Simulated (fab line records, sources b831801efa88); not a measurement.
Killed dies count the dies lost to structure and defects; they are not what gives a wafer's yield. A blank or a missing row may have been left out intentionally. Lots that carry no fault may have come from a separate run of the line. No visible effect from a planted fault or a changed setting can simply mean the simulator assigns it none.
Matching of chambers ; flow sky130 ; SKY_FIELD_ISO_ETCH_17 on rieSi-01 has 4 sister chambers
The step etches Si in HBr/Cl2/O2, target depth 342 nm, time 97.7 s. 14 wafers are shown with their chamber, then 7 later ones without.

## WAFERS PAIRED WITH THEIR CHAMBERS
wafer;chamber;drypumpMotorCurrentA (A);runLengthS (s);oesProductAu (a.u.)
L611.2;1;5.4;126.1;0.997
L611.5;0;6.0;125.5;1.011
L611.6;3;6.2;125.1;0.995
L615.2;2;6.0;126.2;0.998
L615.3;0;6.0;125.4;1.004
L615.4;3;6.3;125.1;0.993
L617.3;3;6.2;125.4;0.998
L617.4;1;5.4;125.5;0.991
L617.6;0;6.0;125.6;1.008
L619.3;2;6.0;126.3;0.996
L619.4;0;6.0;125.3;1.008
L619.6;1;5.4;125.5;0.981
L624.1;0;6.0;126.0;1.006
L624.2;3;6.2;125.2;0.984

SIGNATURES (averages over the wafers above)
reading;chamber 0;chamber 1;chamber 2;chamber 3;scatter within a chamber
drypumpMotorCurrentA;6.000;5.400;6.000;6.225;0.0274
runLengthS;125.560;125.700;126.250;125.200;0.244
oesProductAu;1.00740;0.98967;0.99700;0.99250;0.00519
Rule: distance of a wafer from a chamber = root of the sum over the readings of ((wafer's reading minus chamber's mean) / reading's scatter) squared. The wafer belongs to the nearest chamber; if the next one is less than 2 further off, it can't be placed. The scatter is the square root of a quotient: the sum, over the shown wafers, of each reading's squared deviation from its chamber's mean, divided by wafers minus chambers.

## WAFERS WITH NO CHAMBER GIVEN
wafer;drypumpMotorCurrentA (A);runLengthS (s);oesProductAu (a.u.)
L624.3;6.0;126.3;0.997
L628.1;6.2;125.0;0.999
L628.3;5.4;125.9;1.001
L628.4;6.0;126.4;0.997
L629.1;6.2;124.9;1.007
L629.3;6.0;126.5;0.994
L629.6;6.0;126.2;0.997

## CHAMBER TAKEN BY EACH
wafer;from the rows above;in truth
L624.3;2;2
L628.1;3;3
L628.3;1;1
L628.4;2;2
L629.1;3;3
L629.3;2;2
L629.6;2;2
7 of 7 placed correctly. Left unplaced by these rows: 0. Placed wrongly: 0.
